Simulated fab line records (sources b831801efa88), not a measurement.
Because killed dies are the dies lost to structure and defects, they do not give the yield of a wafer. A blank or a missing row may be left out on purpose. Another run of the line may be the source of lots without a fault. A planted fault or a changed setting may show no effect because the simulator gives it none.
Commonality check across tools | flow sky130 | 13 lots and 39 wafers in the sample

## WHAT PROMPTED THE OPENING
2 of 13 lots carry a flag on the reading VT_ADJUST_LVTN_2_TW at SKY_VT_ADJUST_LVTN_TW_MEAS_21. No-fault wafers: 188.2, standard deviation 1.3.
Rule: a lot is flagged in two cases, either no wafer of it has a number, or all its wafers with numbers fall more than 4 standard deviations from that mean. The other lots count as sound.

lot  | measured     | on            | VT_ADJUST_LVTN_2_TW, wafer by wafer | flag
L515 | day 7 19:28  | film-metro-01 | 188.4 188.6 188.1                   |
L518 | day 9 22:17  | film-metro-03 | 187.4 187.8 188.0                   |
L520 | day 10 03:20 | film-metro-01 | 188.6 187.2 187.5                   |
L521 | day 10 10:18 | film-metro-01 | 187.1 189.3 188.0                   |
L523 | day 10 15:58 | film-metro-01 | 186.9 186.8 186.9                   |
L524 | day 10 17:08 | film-metro-02 | 188.0 187.9 188.4                   |
L526 | day 11 06:20 | film-metro-01 | 190.8 188.4 190.0                   |
L531 | day 12 11:16 | film-metro-03 | 209.9 209.7 210.3                   | FLAGGED
L532 | day 12 19:27 | film-metro-03 | 210.3 210.3 210.6                   | FLAGGED
L533 | day 12 21:55 | film-metro-03 | 186.2 187.5 186.8                   |
L534 | day 13 14:01 | film-metro-03 | 188.1 186.9 187.9                   |
L536 | day 14 00:24 | film-metro-03 | 187.3 186.0 187.3                   |
L537 | day 14 05:56 | film-metro-03 | 186.5 187.6 186.7                   |
On average the flagged lots' numbers are 210.2, which is +22.0 against the usual, or +17 standard deviations.

## TOOL THAT RAN EACH LOT
The record keeps 1 process step preceding the reading, out of 708 steps on the route. In each cell: the tool, then ch and the chambers that the sampled wafers went through, then the start.
lot  | flag    | SKY_VT_ADJUST_LVTN_IMPLANT_19
L515 |         | implanter-02 ch 0, day 7 19:14
L518 |         | implanter-01 ch 0, day 9 22:04
L520 |         | implanter-04 ch 0, day 10 03:05
L521 |         | implanter-02 ch 0, day 10 10:03
L523 |         | implanter-01 ch 0, day 10 15:45
L524 |         | implanter-02 ch 0, day 10 16:55
L526 |         | implanter-01 ch 0, day 11 06:05
L531 | FLAGGED | implanter-02 ch 0, day 12 11:01
L532 | FLAGGED | implanter-02 ch 0, day 12 19:12
L533 |         | implanter-01 ch 0, day 12 21:40
L534 |         | implanter-01 ch 0, day 13 13:46
L536 |         | implanter-01 ch 0, day 14 00:09
L537 |         | implanter-04 ch 0, day 14 05:41
What these steps do:
- SKY_VT_ADJUST_LVTN_IMPLANT_19
- SKY_VT_ADJUST_LVTN_TW_MEAS_21

## FLAGGED OVER TOTAL, TOOL BY TOOL (the gauges that took the reading come last)
step                          | tool          | lots run | flagged | share of the flagged lots | sound lots run after its first flagged lot
SKY_VT_ADJUST_LVTN_IMPLANT_19 | implanter-01  | 6        | 0       | none                      | -
SKY_VT_ADJUST_LVTN_IMPLANT_19 | implanter-02  | 5        | 2       | all                       | 0
SKY_VT_ADJUST_LVTN_IMPLANT_19 | implanter-04  | 2        | 0       | none                      | -
SKY_VT_ADJUST_LVTN_TW_MEAS_21 | film-metro-01 | 5        | 0       | none                      | -
SKY_VT_ADJUST_LVTN_TW_MEAS_21 | film-metro-02 | 1        | 0       | none                      | -
SKY_VT_ADJUST_LVTN_TW_MEAS_21 | film-metro-03 | 7        | 2       | all                       | 4 (L533,L534,L536,L537)

## WHAT THE TABLE PERMITS
Table rows that saw every flagged lot: 2, namely implanter-02 at SKY_VT_ADJUST_LVTN_IMPLANT_19 and film-metro-03 at SKY_VT_ADJUST_LVTN_TW_MEAS_21.
- implanter-02 at SKY_VT_ADJUST_LVTN_IMPLANT_19: 2 of its 5 lots flagged. A fault beginning between L524 (day 10 16:55), its last sound lot, and L531 (day 12 11:01), its first flagged one, fits the data. Its own readings (dose-ions-cm2, faraday-current-uA) fall more than 4 standard deviations out on all wafers of the flagged lots.
- film-metro-03 at SKY_VT_ADJUST_LVTN_TW_MEAS_21: 2 of its 7 lots flagged. After the first flagged lot (L533, L534, L536, L537), sound lots still ran on it; a lasting fault on the whole tool would not permit that.
One tool is left: implanter-02 at SKY_VT_ADJUST_LVTN_IMPLANT_19.

## WHAT THE SIMULATOR HAD PUT IN
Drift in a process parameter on implanter-02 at SKY_VT_ADJUST_LVTN_IMPLANT_19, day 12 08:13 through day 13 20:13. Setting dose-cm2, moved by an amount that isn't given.
Shown lots that were struck: L531, L532. The rule given above showed the same thing.
